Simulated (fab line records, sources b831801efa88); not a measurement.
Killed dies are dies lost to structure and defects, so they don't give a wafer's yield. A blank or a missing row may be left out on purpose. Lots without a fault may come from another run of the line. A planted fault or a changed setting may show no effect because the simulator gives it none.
One fault seen from 2 desks | flow sky130 | each desk has only its own numbers; what lay behind them comes last

THE TOOL OWNER'S DESK: implanter-02
The tool's own readings at SKY_PWDE_IMPLANT_08: means of the sampled wafers that have a number, for each lot that ran on this tool. A lot is out of limits, marked OUT, if its mean lies more than 4 standard deviations from the usual mean; the brackets give that distance.
Columns: A = dose_ions_cm2 at SKY_PWDE_IMPLANT_08, usual 3.6e+12; B = faraday_current_uA at SKY_PWDE_IMPLANT_08, usual 20.4
lot  | first seen here | A                 | B
L172 | day 4 08:25     | 3.6e+12           | 20.5
L173 | day 4 15:37     | 3.6e+12           | 20.8
L177 | day 5 10:53     | 3.6e+12           | 20.5
L180 | day 6 01:22     | 3.6e+12           | 20.2
L183 | day 6 23:32     | 3.6e+12           | 20.6
L190 | day 8 06:50     | 3.6e+12           | 20.3
L193 | day 9 06:02     | 3.5e+12 (-21) OUT | 19.7
L194 | day 9 10:40     | 3.5e+12 (-22) OUT | 20.2
This desk's finding: out of limits on L193, L194; first on L193, day 9 06:02 (dose_ions_cm2 at SKY_PWDE_IMPLANT_08). In limits: L172, L173, L177, L180, L183, L190.

THE METROLOGY DESK
What the gauges read, lot by lot, whatever tool the lot ran on: means of the sampled wafers that have a number. A lot is out of limits, marked OUT, if its mean lies more than 4 standard deviations from the usual mean; the brackets give that distance.
Columns: A = PWDE_RS at SKY_NWELL_RS_MEAS_31, usual 5276 ohm/sq; B = VT_ADJUST_LVTN_01_OVL at SKY_VT_ADJUST_LVTN_OVL_MEAS_18, usual 0.2 nm; C = cd_nm at SKY_VT_ADJUST_HVTR_CD_MEAS_07, usual 380.1 nm; D = SONOS_TUNNEL_TW at SKY_SONOS_TUNNEL_TW_MEAS_12, usual 197.2
lot  | first seen here | A               | B    | C     | D
L172 | day 5 22:16     | 5268            | 1.8  | 378.6 | 194.8
L173 | day 6 05:52     | 5267            | -0.1 | 381.8 | 194.2
L177 | day 7 02:59     | 5260            | 2.2  | 379.9 | 194.4
L178 | day 7 09:08     | 5280            | 0.7  | 378.6 | 197.6
L180 | day 7 18:16     | 5290            | 0.8  | 381.4 | 198.0
L181 | day 8 01:17     | 5280            | 1.4  | 380.4 | 198.1
L182 | day 8 05:35     | 5280            | -1.4 | 378.9 | 200.2
L183 | day 8 17:46     | 5253            | -3.3 | 382.1 | 199.1
L184 | day 8 20:10     | 5267            | 1.4  | 380.6 | 199.0
L185 | day 9 04:25     | 5265            | -0.6 | 378.3 | 198.4
L190 | day 10 06:10    | 5291            | 0.1  | 383.9 | 194.9
L193 | day 11 05:16    | 5387 (+7.4) OUT | -2.4 | 379.9 | 199.3
L194 | day 11 09:42    | 5382 (+7.1) OUT | 0.9  | 383.5 | 195.2
This desk's finding: out of limits on L193, L194; first on L193, day 11 05:16 (PWDE_RS at SKY_NWELL_RS_MEAS_31). In limits: L172, L173, L177, L178, L180, L181, L182, L183, L184, L185, L190.

PUT TOGETHER
The tool owner's desk could have raised an alarm at day 9 06:02, on L193, L194.
The metrology desk could have raised an alarm at day 11 05:16, on L193, L194.
Of the lots named, all ran SKY_PWDE_IMPLANT_08 on implanter-02.

WHAT THE SIMULATOR HAD PUT IN
Process parameter drift: implanter-02, from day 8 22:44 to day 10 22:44, at SKY_PWDE_IMPLANT_08. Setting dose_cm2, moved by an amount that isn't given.
Lots struck among those shown: L193, L194.
Hours from the fault's start to each desk's first reading out of limits: the tool owner's desk, 7; the metrology desk, 55.
